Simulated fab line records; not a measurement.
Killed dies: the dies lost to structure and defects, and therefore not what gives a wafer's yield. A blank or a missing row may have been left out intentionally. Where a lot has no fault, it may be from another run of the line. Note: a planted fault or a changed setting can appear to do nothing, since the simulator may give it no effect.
fab line records	flow sky130
record: lots: 24	wafers: 72	last-day: 50
route steps=708 shown LI_CONTACT@384 CONTACT@431 METAL2@499 VIA2@530 METAL3@568 PAD_OPEN@701
lots that met no fault: taken from a fault-free run of the same line
start-h: hours from the record's first day to the start of the lot's first wafer shown	wait-h: hours elapsed since this lot's preceding step	" identical to the entry in the row above	L1.1+2: several wafers, shown together as one row	- either no value or no given start	* or withheld: withheld	< > ~ a bound
route shown NAME@n: a module of which the file shows steps, and the number in the route of the first	usual: mean/standard deviation of fault-free wafers	same: alike in all rows	chamber/n: place in a boat	sites: readings site by site	_std_site: the standard deviation of these	_edge_site: the outer-site mean with the inner-site mean subtracted	radius-mm: for every site, how far away it sits from the centre of the wafer	mask NAME#n: copy n	behind: the tool/chamber that last shaped the wafer	hold: the reason the lot was held/the length of the hold in hours/how it ended	device: transistor that didn't switch, given as n, p or np	end of line: the route-end tests of the same wafers	a step with no rows: only its recipe	killed: count of dies lost to structure and defects at first sort (not the wafer's yield)	map: per-die view of a wafer (x killed, . not killed, _ where there is no die)
set.NAME: the setting the step ran with; set.NAME@STEP: the setting that earlier step ran with	model.NAME: the simulator's own value behind a step, which no gauge read
the route's steps for a sample of lots (tables are steps, rows are wafers)
services: the hour from which a tool's chamber was out of use, counted from the record's first day as start-h (under 0 if before that day), plus the number of hours and why
== steps ==
step: SKY_LI_CONTACT_RS_MEAS_22
recipe: thk-meas-gauge: four-point-probe	reads: W_of_LI_CONTACT_CVD_21+TiN_of_LI_CONTACT_SPUTTER_20+Ti_of_LI_CONTACT_SPUTTER_19
usual: LI_CONTACT_W_RS: 0.2836/0.0026
lot.wafer	tool	chamber	start-h	wait-h	LI_CONTACT_W_RS[ohm/sq]
L074.4	film-metro-03	-	682.61	0.1	0.2843
L074.5	"	-	"	"	0.2849
L074.6	"	-	"	"	0.2831
L075.1	film-metro-03	-	698.50	0.1	0.2843
L075.2	"	-	"	"	0.2841
L075.6	"	-	"	"	0.2867
L076.1	film-metro-01	-	712.32	0.1	0.2849
L076.4	"	-	"	"	0.2799
L076.6	"	-	"	"	0.2813
L077.4	film-metro-03	-	715.53	0.1	0.2857
L077.5	"	-	"	"	0.2852
L077.6	"	-	"	"	0.2845
L078.2	film-metro-04	-	716.29	0.1	0.2866
L078.5	"	-	"	"	0.2892
L078.6	"	-	"	"	0.2891
L079.2	film-metro-01	-	735.87	0.1	0.2817
L079.4	"	-	"	"	0.2854
L079.6	"	-	"	"	0.2825
L080.2	film-metro-04	-	753.44	0.1	0.2857
L080.4	"	-	"	"	0.2834
L080.5	"	-	"	"	0.2872
L082.1	film-metro-04	-	755.85	0.1	0.2804
L082.5	"	-	"	"	0.2787
L082.6	"	-	"	"	0.2824
L081.3	film-metro-04	-	759.80	0.1	0.2861
L081.5	"	-	"	"	0.2875
L081.6	"	-	"	"	0.2810
L083.2	film-metro-03	-	764.58	0.1	0.2841
L083.3	"	-	"	"	0.2860
L083.4	"	-	"	"	0.2832
L084.2	film-metro-03	-	776.92	0.1	0.2834
L084.3	"	-	"	"	0.2847
L084.5	"	-	"	"	0.2834
L086.2	film-metro-03	-	777.92	0.1	0.2838
L086.4	"	-	"	"	0.2809
L086.5	"	-	"	"	0.2843
L087.1	film-metro-01	-	779.55	0.1	0.2839
L087.4	"	-	"	"	0.2850
L087.6	"	-	"	"	0.2807
L085.2	film-metro-01	-	779.93	0.1	0.2806
L085.3	"	-	"	"	0.2858
L085.4	"	-	"	"	0.2821
L088.1	film-metro-04	-	791.65	0.1	0.2866
L088.4	"	-	"	"	0.2827
L088.5	"	-	"	"	0.2811
L089.3	film-metro-04	-	799.75	0.1	0.2843
L089.4	"	-	"	"	0.2806
L089.6	"	-	"	"	0.2825
L090.3	film-metro-03	-	802.60	0.1	0.2830
L090.4	"	-	"	"	0.2819
L090.5	"	-	"	"	0.2854
L091.2	film-metro-04	-	818.21	0.1	0.2842
L091.3	"	-	"	"	0.2849
L091.6	"	-	"	"	0.2819
L092.3	film-metro-03	-	825.81	0.1	0.2775
L092.5	"	-	"	"	0.2800
L092.6	"	-	"	"	0.2829
L094.1	film-metro-03	-	828.72	0.1	0.2863
L094.3	"	-	"	"	0.2837
L094.5	"	-	"	"	0.2872
L093.1	film-metro-04	-	831.69	0.1	0.2850
L093.2	"	-	"	"	0.2815
L093.4	"	-	"	"	0.2835
L095.2	film-metro-03	-	843.97	0.1	0.2846
L095.3	"	-	"	"	0.2848
L095.5	"	-	"	"	0.2871
L096.1	film-metro-03	-	845.10	0.1	0.2863
L096.2	"	-	"	"	0.2810
L096.4	"	-	"	"	0.2849
L097.1	film-metro-03	-	853.07	0.1	0.2846
L097.4	"	-	"	"	0.2840
L097.5	"	-	"	"	0.2825
step: SKY_CONTACT_RS_MEAS_25
recipe: thk-meas-gauge: four-point-probe	reads: W_of_CONTACT_CVD_24+TiN_of_CONTACT_SPUTTER_23
usual: CONTACT_W_RS: 0.339/0.0045
lot.wafer	tool	chamber	start-h	wait-h	CONTACT_W_RS[ohm/sq]
L074.4	film-metro-03	-	741.87	0.1	0.342
L074.5	"	-	"	"	0.334
L074.6	"	-	"	"	0.337
L075.1	film-metro-03	-	755.69	0.2	0.339
L075.2	"	-	"	"	0.340
L075.6	"	-	"	"	0.338
L076.1	film-metro-02	-	769.51	0.1	0.340
L076.4	"	-	"	"	0.339
L076.6	"	-	"	"	0.338
L077.4	film-metro-02	-	773.59	0.1	0.339
L077.5	"	-	"	"	0.335
L077.6	"	-	"	"	0.334
L078.2	film-metro-02	-	777.18	0.1	0.337
L078.5	"	-	"	"	0.342
L078.6	"	-	"	"	0.339
L079.2	film-metro-02	-	792.58	0.1	0.329
L079.4	"	-	"	"	0.339
L079.6	"	-	"	"	0.344
L080.2	film-metro-01	-	811.31	0.1	0.340
L080.4	"	-	"	"	0.338
L080.5	"	-	"	"	0.334
L082.1	film-metro-02	-	811.61	0.1	0.333
L082.5	"	-	"	"	0.342
L082.6	"	-	"	"	0.333
L081.3	film-metro-02	-	816.44	0.1	0.331
L081.5	"	-	"	"	0.336
L081.6	"	-	"	"	0.340
L083.2	film-metro-02	-	821.60	0.1	0.336
L083.3	"	-	"	"	0.349
L083.4	"	-	"	"	0.336
L084.2	film-metro-01	-	832.69	0.1	0.338
L084.3	"	-	"	"	0.336
L084.5	"	-	"	"	0.337
L086.2	film-metro-03	-	834.89	0.1	0.342
L086.4	"	-	"	"	0.340
L086.5	"	-	"	"	0.342
L087.1	film-metro-02	-	837.13	0.1	0.339
L087.4	"	-	"	"	0.343
L087.6	"	-	"	"	0.338
L085.2	film-metro-03	-	837.61	0.2	0.350
L085.3	"	-	"	"	0.346
L085.4	"	-	"	"	0.348
L088.1	film-metro-03	-	847.84	0.1	0.334
L088.4	"	-	"	"	0.345
L088.5	"	-	"	"	0.346
L089.3	film-metro-03	-	856.51	0.1	0.332
L089.4	"	-	"	"	0.346
L089.6	"	-	"	"	0.347
L090.3	film-metro-03	-	857.43	0.1	0.337
L090.4	"	-	"	"	0.339
L090.5	"	-	"	"	0.337
L091.2	film-metro-03	-	873.79	0.1	0.340
L091.3	"	-	"	"	0.342
L091.6	"	-	"	"	0.341
L092.3	film-metro-02	-	881.90	0.1	0.345
L092.5	"	-	"	"	0.345
L092.6	"	-	"	"	0.336
L094.1	film-metro-03	-	884.56	0.1	0.341
L094.3	"	-	"	"	0.338
L094.5	"	-	"	"	0.338
L093.1	film-metro-02	-	886.58	0.1	0.338
L093.2	"	-	"	"	0.342
L093.4	"	-	"	"	0.339
L095.2	film-metro-02	-	897.80	0.1	0.339
L095.3	"	-	"	"	0.342
L095.5	"	-	"	"	0.341
L096.1	film-metro-01	-	899.43	0.1	0.334
L096.2	"	-	"	"	0.340
L096.4	"	-	"	"	0.332
L097.1	film-metro-02	-	907.71	0.1	0.334
L097.4	"	-	"	"	0.333
L097.5	"	-	"	"	0.337
step: SKY_METAL2_OVL_MEAS_16
usual: METAL2_OVL: -3/6.4
lot.wafer	tool	chamber	start-h	wait-h	METAL2_OVL[nm]
L074.4	overlay-02	-	827.00	0.1	-7
L074.5	"	-	"	"	-1
L074.6	"	-	"	"	-13
L075.1	overlay-01	-	840.23	0.1	-19
L075.2	"	-	"	"	-6
L075.6	"	-	"	"	-8
L076.1	overlay-01	-	853.88	0.1	6
L076.4	"	-	"	"	-3
L076.6	"	-	"	"	4
L077.4	overlay-02	-	856.76	0.1	-2
L077.5	"	-	"	"	2
L077.6	"	-	"	"	-4
L078.2	overlay-02	-	859.13	0.1	-2
L078.5	"	-	"	"	-10
L078.6	"	-	"	"	-8
L079.2	overlay-01	-	874.75	0.1	-5
L079.4	"	-	"	"	-3
L079.6	"	-	"	"	-5
L080.2	overlay-01	-	893.15	0.1	7
L080.4	"	-	"	"	8
L080.5	"	-	"	"	5
L082.1	overlay-01	-	893.93	0.1	-7
L082.5	"	-	"	"	-13
L082.6	"	-	"	"	-14
L081.3	overlay-02	-	898.31	0.1	7
L081.5	"	-	"	"	3
L081.6	"	-	"	"	4
L083.2	overlay-02	-	903.68	0.1	1
L083.3	"	-	"	"	6
L083.4	"	-	"	"	3
L084.2	overlay-01	-	913.00	0.1	-13
L084.3	"	-	"	"	-8
L084.5	"	-	"	"	-8
L086.2	overlay-02	-	915.14	0.1	-13
L086.4	"	-	"	"	-8
L086.5	"	-	"	"	-5
L087.1	overlay-01	-	916.80	0.1	0
L087.4	"	-	"	"	5
L087.6	"	-	"	"	3
L085.2	overlay-01	-	918.05	0.1	-3
L085.3	"	-	"	"	-4
L085.4	"	-	"	"	-6
L088.1	overlay-02	-	927.38	0.1	-11
L088.4	"	-	"	"	-16
L088.5	"	-	"	"	-5
L089.3	overlay-02	-	936.19	0.1	-2
L089.4	"	-	"	"	-7
L089.6	"	-	"	"	-10
L090.3	overlay-01	-	936.31	0.1	6
L090.4	"	-	"	"	0
L090.5	"	-	"	"	1
L091.2	overlay-02	-	952.09	0.1	-6
L091.3	"	-	"	"	0
L091.6	"	-	"	"	-10
L092.3	overlay-02	-	959.84	0.1	-5
L092.5	"	-	"	"	-4
L092.6	"	-	"	"	-1
L094.1	overlay-01	-	962.63	0.1	-1
L094.3	"	-	"	"	0
L094.5	"	-	"	"	3
L093.1	overlay-02	-	964.13	0.1	-7
L093.2	"	-	"	"	-12
L093.4	"	-	"	"	-4
L095.2	overlay-01	-	974.44	0.1	1
L095.3	"	-	"	"	-3
L095.5	"	-	"	"	-8
L097.1	overlay-01	-	983.94	0.1	-12
L097.4	"	-	"	"	-7
L097.5	"	-	"	"	-7
L096.1	overlay-01	-	986.39	0.1	2
L096.2	"	-	"	"	0
L096.4	"	-	"	"	5
step: SKY_VIA2_THK_MEAS_23
recipe: thk-meas-gauge: xrf	reads: W_of_VIA2_CVD_21
usual: VIA2_W_THK: 406/9.1
lot.wafer	tool	chamber	start-h	wait-h	VIA2_W_THK[nm]
L074.4	film-metro-01	-	855.71	0.1	405
L074.5	"	-	"	"	410
L074.6	"	-	"	"	409
L075.1	film-metro-01	-	868.73	0.1	409
L075.2	"	-	"	"	410
L075.6	"	-	"	"	406
L076.1	film-metro-01	-	882.93	0.1	409
L076.4	"	-	"	"	411
L076.6	"	-	"	"	406
L077.4	film-metro-02	-	885.68	0.1	403
L077.5	"	-	"	"	401
L077.6	"	-	"	"	412
L078.2	film-metro-01	-	887.75	0.1	409
L078.5	"	-	"	"	409
L078.6	"	-	"	"	403
L079.2	film-metro-02	-	902.45	0.1	394
L079.4	"	-	"	"	389
L079.6	"	-	"	"	398
L080.2	film-metro-01	-	920.16	0.1	412
L080.4	"	-	"	"	399
L080.5	"	-	"	"	402
L082.1	film-metro-03	-	921.10	0.1	429
L082.5	"	-	"	"	417
L082.6	"	-	"	"	427
L081.3	film-metro-01	-	925.52	0.1	405
L081.5	"	-	"	"	407
L081.6	"	-	"	"	407
L083.2	film-metro-02	-	930.87	0.1	399
L083.3	"	-	"	"	401
L083.4	"	-	"	"	402
L084.2	film-metro-02	-	940.05	0.1	390
L084.3	"	-	"	"	391
L084.5	"	-	"	"	385
L086.2	film-metro-01	-	942.41	0.1	419
L086.4	"	-	"	"	417
L086.5	"	-	"	"	408
L087.1	film-metro-03	-	943.91	0.1	412
L087.4	"	-	"	"	411
L087.6	"	-	"	"	411
L085.2	film-metro-01	-	945.76	0.1	414
L085.3	"	-	"	"	415
L085.4	"	-	"	"	401
L088.1	film-metro-02	-	954.01	0.1	396
L088.4	"	-	"	"	389
L088.5	"	-	"	"	395
L089.3	film-metro-03	-	962.87	0.1	425
L089.4	"	-	"	"	409
L089.6	"	-	"	"	431
L090.3	film-metro-02	-	963.07	0.1	397
L090.4	"	-	"	"	397
L090.5	"	-	"	"	401
L091.2	film-metro-01	-	978.11	0.1	398
L091.3	"	-	"	"	402
L091.6	"	-	"	"	398
L092.3	film-metro-01	-	986.81	0.1	395
L092.5	"	-	"	"	411
L092.6	"	-	"	"	398
L094.1	film-metro-03	-	989.24	0.1	416
L094.3	"	-	"	"	400
L094.5	"	-	"	"	409
L093.1	film-metro-03	-	990.57	0.1	414
L093.2	"	-	"	"	418
L093.4	"	-	"	"	410
L095.2	film-metro-03	-	1000.96	0.1	404
L095.3	"	-	"	"	405
L095.5	"	-	"	"	425
L097.1	film-metro-02	-	1009.61	0.1	396
L097.4	"	-	"	"	394
L097.5	"	-	"	"	397
L096.1	film-metro-02	-	1012.15	0.1	414
L096.2	"	-	"	"	397
L096.4	"	-	"	"	409
step: SKY_METAL3_METAL_ETCH_18
recipe: target-depth-a: 8450	stop-on: SiO2	over-etch-frac: 0.3	time-s: 183.1	chemistry: Cl2/BCl3	resist-sidewall-deg: 88	pressure-mtorr: 10	icp-w: 900	bias-w: 48.5	Cl2_flow_sccm: 60	bcl3-flow-sccm: 30
usual: drypump-motor-current-A: 5.48/0.25	oes-product-au: 0.880/0.0057	throttle-valve-pct: 22.263/0.0089
lot.wafer	tool	chamber	start-h	wait-h	drypump-motor-current-A	oes-product-au	rf-hours-counter-h	throttle-valve-pct
L074.4	rie-metal-04	0	908.87	0.1	5.26	0.890	-	22.283
L074.5	"	1	"	"	5.59	0.883	-	22.275
L074.6	"	0	"	"	5.28	0.884	-	22.257
L075.1	rie-metal-02	1	920.59	0.0	4.98	0.878	3	22.259
L075.2	"	0	"	"	5.75	0.880	16	22.272
L075.6	"	1	"	"	4.97	0.879	-	22.259
L076.1	rie-metal-03	0	935.14	0.0	5.57	0.883	16	22.262
L076.4	"	1	"	"	5.68	0.879	-	22.272
L076.6	"	0	"	"	5.57	0.876	-	22.267
L077.4	rie-metal-04	0	936.88	0.1	5.27	0.888	-	22.246
L077.5	"	0	"	"	5.26	0.884	-	22.266
L077.6	"	1	"	"	5.59	0.885	-	22.266
L078.2	rie-metal-04	1	938.77	0.0	5.65	0.887	18	22.276
L078.5	"	1	"	"	5.62	0.887	-	22.263
L078.6	"	0	"	"	5.28	0.883	-	22.274
L079.2	rie-metal-04	0	952.61	0.0	5.27	0.879	12	22.263
L079.4	"	1	"	"	5.62	0.884	-	22.286
L079.6	"	0	"	"	5.29	0.879	-	22.274
L080.2	rie-metal-02	1	969.86	0.0	4.98	0.879	6	22.259
L080.4	"	1	"	"	4.96	0.883	-	22.261
L080.5	"	0	"	"	5.72	0.883	-	22.261
L082.1	rie-metal-04	0	970.21	0.0	5.29	0.887	13	22.262
L082.5	"	0	"	"	5.26	0.866	-	22.279
L082.6	"	1	"	"	5.61	0.875	-	22.264
L081.3	rie-metal-02	0	974.10	0.1	5.70	0.868	-	22.257
L081.5	"	0	"	"	5.70	0.882	-	22.260
L081.6	"	1	"	"	4.97	0.882	-	22.254
L083.2	rie-metal-04	0	980.91	0.0	5.28	0.878	13	22.269
L083.3	"	0	"	"	5.30	0.873	-	22.253
L083.4	"	1	"	"	5.62	0.877	-	22.261
L084.2	rie-metal-03	1	989.06	0.0	5.71	0.889	10	22.274
L084.3	"	1	"	"	5.72	0.888	-	22.253
L084.5	"	1	"	"	5.69	0.892	-	22.240
L086.2	rie-metal-04	1	992.47	0.0	5.60	0.876	21	22.248
L086.4	"	0	"	"	5.28	0.887	-	22.261
L086.5	"	1	"	"	5.60	0.875	-	22.250
L087.1	rie-metal-03	0	993.59	0.0	5.59	0.882	20	22.262
L087.4	"	1	"	"	5.70	0.876	-	22.273
L087.6	"	1	"	"	5.66	0.871	-	22.243
L085.2	rie-metal-03	1	994.86	0.0	5.67	0.871	11	22.266
L085.3	"	1	"	"	5.68	0.882	-	22.268
L085.4	"	0	"	"	5.60	0.881	-	22.254
L088.1	rie-metal-03	0	1002.31	0.0	5.61	0.880	20	22.261
L088.4	"	1	"	"	5.66	0.878	-	22.268
L088.5	"	1	"	"	5.64	0.884	-	22.251
L089.3	rie-metal-04	0	1010.68	0.1	5.27	0.879	-	22.254
L089.4	"	0	"	"	5.27	0.880	-	22.269
L089.6	"	0	"	"	5.27	0.865	-	22.261
L090.3	rie-metal-03	0	1011.27	0.1	5.61	0.881	-	22.265
L090.4	"	1	"	"	5.67	0.889	-	22.244
L090.5	"	1	"	"	5.67	0.879	-	22.258
L091.2	rie-metal-04	0	1026.51	0.0	5.29	0.873	17	22.268
L091.3	"	1	"	"	5.57	0.875	-	22.238
L091.6	"	1	"	"	5.61	0.876	-	22.251
L092.3	rie-metal-03	1	1033.92	0.1	5.65	0.884	-	22.266
L092.5	"	1	"	"	5.65	0.884	-	22.263
L092.6	"	0	"	"	5.62	0.881	-	22.267
L094.1	rie-metal-02	0	1036.27	0.0	5.74	0.878	4	22.254
L094.3	"	1	"	"	4.98	0.886	-	22.251
L094.5	"	0	"	"	5.71	0.880	-	22.259
L093.1	rie-metal-02	0	1036.94	0.0	5.74	0.882	5	22.261
L093.2	"	1	"	"	4.97	0.877	9	22.261
L093.4	"	1	"	"	4.96	0.888	-	22.262
L095.2	rie-metal-03	1	1047.29	0.0	5.64	0.884	14	22.262
L095.3	"	1	"	"	5.64	0.871	-	22.277
L095.5	"	0	"	"	5.64	0.874	-	22.276
L097.1	rie-metal-04	1	1055.57	0.0	5.58	0.864	2	22.250
L097.4	"	0	"	"	5.28	0.873	-	22.275
L097.5	"	1	"	"	5.59	0.869	-	22.260
L096.1	rie-metal-02	0	1056.39	0.0	5.67	0.877	6	22.250
L096.2	"	1	"	"	4.97	0.881	11	22.265
L096.4	"	1	"	"	4.96	0.873	-	22.268
step: SKY_PAD_OPEN_ETCH_07
recipe: chemistry: CF4/O2	target-depth-nm: 725	stop-on: AlCu	source-w: 800	bias-w: 150	pressure-mtorr: 150	cf4-flow-sccm: 80	O2_flow_sccm: 10	time-s: 161.1
usual: cf4-flow-sccm: 80.03/0.22	drypump-motor-current-A: 5.7/0.47	oes-product-au: 0.976/0.0078	throttle-valve-pct: 5.964/0.0088
lot.wafer	tool	chamber	start-h	wait-h	cf4-flow-sccm	drypump-motor-current-A	oes-product-au	rf-hours-counter-h	throttle-valve-pct
L074.4	rie-diel-01	0	1079.61	-	80.22	5.4	0.985	14	5.958
L074.5	"	2	"	"	80.09	5.2	0.981	-	5.946
L074.6	"	1	"	"	80.14	6.4	0.980	-	5.966
L075.1	rie-diel-03	3	1088.06	-	80.09	5.7	0.961	15	5.963
L075.2	"	1	"	"	79.69	5.1	0.968	23	5.974
L075.6	"	1	"	"	79.90	5.1	0.975	-	5.979
L076.1	rie-diel-02	3	1100.43	-	80.28	6.6	0.971	8	5.963
L076.4	"	0	"	"	79.78	5.3	0.969	-	5.963
L076.6	"	3	"	"	80.08	6.6	0.976	-	5.950
L077.4	rie-diel-02	1	1102.31	-	79.86	5.7	0.978	21	5.954
L077.5	"	3	"	"	80.11	6.6	0.988	-	5.972
L077.6	"	0	"	"	79.96	5.4	0.979	-	5.962
L078.2	rie-diel-02	1	1103.62	-	80.32	5.7	0.962	21	5.965
L078.5	"	0	"	"	79.77	5.3	0.974	-	5.960
L078.6	"	3	"	"	80.47	6.6	0.990	-	5.971
L079.2	rie-diel-02	0	1114.47	-	80.15	5.3	0.974	19	5.966
L079.4	"	1	"	"	80.05	5.7	0.980	22	5.960
L079.6	"	2	"	"	79.79	5.8	0.981	-	5.978
L080.2	rie-diel-03	2	1128.48	-	80.13	5.9	0.975	16	5.957
L080.4	"	3	"	"	79.84	5.7	0.985	17	5.966
L080.5	"	3	"	"	79.76	5.7	0.985	-	5.961
L082.1	rie-diel-01	1	1129.98	-	80.12	6.4	0.970	9	5.947
L082.5	"	1	"	"	80.31	6.4	0.972	-	5.957
L082.6	"	2	"	"	79.98	5.2	0.971	-	5.966
L081.3	rie-diel-03	0	1131.92	-	79.89	5.5	0.973	18	5.965
L081.5	"	1	"	"	80.06	5.1	0.981	-	5.954
L081.6	"	3	"	"	80.71	5.7	0.973	-	5.974
L083.2	rie-diel-01	0	1138.78	-	80.27	5.4	0.977	15	5.953
L083.3	"	2	"	"	80.02	5.2	0.975	21	5.967
L083.4	"	3	"	"	80.14	5.6	0.984	26	5.979
L084.2	rie-diel-01	2	1144.28	-	80.14	5.2	0.958	21	5.946
L084.3	"	3	"	"	80.07	5.6	0.968	27	5.966
L084.5	"	0	"	"	80.18	5.4	0.957	-	5.936
L086.2	rie-diel-02	0	1149.31	-	80.16	5.3	0.976	21	5.968
L086.4	"	2	"	"	79.52	5.8	0.984	20	5.973
L086.5	"	0	"	"	79.93	5.3	0.982	-	5.965
L087.1	rie-diel-02	1	1150.23	-	80.33	5.7	0.979	24	5.965
L087.4	"	3	"	"	80.33	6.6	0.986	11	5.975
L087.6	"	0	"	"	80.12	5.4	0.974	-	5.961
L085.2	rie-diel-03	3	1150.47	-	79.92	5.7	0.973	18	5.970
L085.3	"	1	"	"	80.29	5.1	0.981	26	5.977
L085.4	"	2	"	"	80.17	5.9	0.983	16	5.970
L088.1	rie-diel-02	1	1155.66	-	80.04	5.7	0.979	24	5.960
L088.4	"	0	"	"	80.13	5.3	0.992	21	5.979
L088.5	"	0	"	"	79.54	5.3	0.986	-	5.949
L089.3	rie-diel-02	3	1161.78	-	80.00	6.6	0.977	11	5.958
L089.4	"	1	"	"	80.13	5.7	0.983	24	5.972
L089.6	"	0	"	"	80.09	5.3	0.981	-	5.959
L090.3	rie-diel-01	3	1163.02	-	80.07	5.6	0.964	27	5.959
L090.4	"	1	"	"	80.02	6.3	0.975	11	5.963
L090.5	"	3	"	"	80.39	5.6	0.966	-	5.971
L091.2	rie-diel-02	3	1173.58	-	80.05	6.6	0.980	11	5.982
L091.3	"	2	"	"	80.39	5.8	0.978	20	5.950
L091.6	"	0	"	"	80.18	5.4	0.978	-	5.960
L092.3	rie-diel-02	1	1180.97	-	80.08	5.7	0.982	25	5.976
L092.5	"	3	"	"	80.16	6.7	0.982	-	5.985
L092.6	"	1	"	"	80.12	5.7	0.988	-	5.968
L094.1	rie-diel-01	2	1183.03	-	79.69	5.2	0.966	23	5.955
L094.3	"	0	"	"	80.32	5.4	0.968	17	5.950
L094.5	"	2	"	"	79.71	5.2	0.970	-	5.973
L093.1	rie-diel-02	0	1183.62	-	80.35	5.3	0.976	23	5.963
L093.2	"	3	"	"	79.77	6.6	0.983	12	5.957
L093.4	"	0	"	"	80.26	5.4	0.978	-	5.981
L095.2	rie-diel-03	0	1189.68	-	79.46	5.5	0.963	21	5.955
L095.3	"	3	"	"	80.00	5.7	0.972	19	5.978
L095.5	"	3	"	"	79.96	5.7	0.990	-	5.970
L097.1	rie-diel-03	2	1195.58	-	80.11	5.9	0.964	18	5.968
L097.4	"	1	"	"	79.87	5.1	0.988	28	5.950
L097.5	"	2	"	"	80.00	5.9	0.968	-	5.960
L096.1	rie-diel-02	0	1196.32	-	79.98	5.4	0.973	23	5.961
L096.2	"	3	"	"	79.56	6.7	0.991	13	5.982
L096.4	"	1	"	"	80.37	5.7	0.980	-	5.969
== services ==
tool	chamber	start-h	hours	kind
rie-metal-04	-	887.92	1.4	pm
rie-metal-04	-	892.66	4.3	pm
rie-diel-03	1	896.82	5.1	repair
rie-metal-04	-	903.46	2.8	pm
rie-diel-03	-	906.31	2.8	pm
rie-diel-02	1	909.48	1.8	repair
rie-diel-02	2	943.11	6.7	repair
rie-diel-01	-	963.33	0.1	repair
rie-diel-03	-	972.64	0.8	repair
rie-diel-01	-	981.07	14.6	pm
rie-diel-02	-	1021.38	0.2	repair
rie-metal-03	0	1039.34	3.6	repair
rie-diel-03	-	1056.03	1.4	repair
rie-diel-02	2	1092.41	9.3	repair
rie-metal-04	1	1099.79	15.4	repair
rie-diel-01	0	1106.14	17.1	repair
rie-diel-01	-	1111.45	15.6	pm
rie-diel-02	-	1112.06	0.5	repair
rie-metal-04	0	1114.21	1.5	repair
rie-diel-03	2	1131.44	6.8	repair
rie-metal-04	-	1136.51	2.6	repair
rie-metal-04	-	1146.49	28.1	pm
rie-metal-03	-	1174.83	1.6	repair
rie-diel-02	2	1176.87	20.8	repair
== key ==
fault none
